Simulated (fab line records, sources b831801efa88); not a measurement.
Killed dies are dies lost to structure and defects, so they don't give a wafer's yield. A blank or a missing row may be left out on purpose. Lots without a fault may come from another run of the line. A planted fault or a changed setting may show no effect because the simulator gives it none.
Which tool did it? | flow gf180mcu | 11 lots, 33 wafers sampled, at 1 step of a route of 602

WHAT THE GAUGES READ, wafer by wafer
GF_CONTACT_BOW_MEAS_05.
lot  | measured     | on            | CONTACT_BOW (um)
L148 | day 15 07:38 | film_metro-03 | 72 59 60
L151 | day 16 11:28 | film_metro-03 | 68 60 71
L154 | day 17 16:22 | film_metro-04 | 78 68 73
L156 | day 18 03:38 | film_metro-03 | 73 68 59
L157 | day 18 15:10 | film_metro-03 | 68 69 67
L158 | day 19 01:23 | film_metro-01 | 54 57 63
L161 | day 20 00:01 | film_metro-01 | 63 66 61
L165 | day 21 06:56 | film_metro-03 | 63 52 83
L167 | day 22 01:33 | film_metro-01 | 69 61 60
L170 | day 23 04:25 | film_metro-03 | 87 67 73
L171 | day 23 04:59 | film_metro-03 | 63 53 59

WHICH TOOL RAN EACH LOT (tool, then ch and the chambers of the sampled wafers, then the start)
The record holds no process step before these readings.

THE ANSWER, worked out from the rows above alone
Rule: what is usual is taken from the lots themselves. Put in order of their means at a reading, lots are off if they are a third of the lots or fewer, leave a main group of 4 or more, and stand apart from it by a gap of 3 or more times the standard deviation of the main group's means; of several such gaps the widest counts. A main group whose means are all the same, to the digits that the tables above print for the reading, isn't used. A lot without any number at a reading at which 4 lots or more have one is off too. The other lots that the step has rows for count as sound.
No lot is off at any reading shown: from this, nothing can be told.

WHAT THE SIMULATOR HAD PUT IN
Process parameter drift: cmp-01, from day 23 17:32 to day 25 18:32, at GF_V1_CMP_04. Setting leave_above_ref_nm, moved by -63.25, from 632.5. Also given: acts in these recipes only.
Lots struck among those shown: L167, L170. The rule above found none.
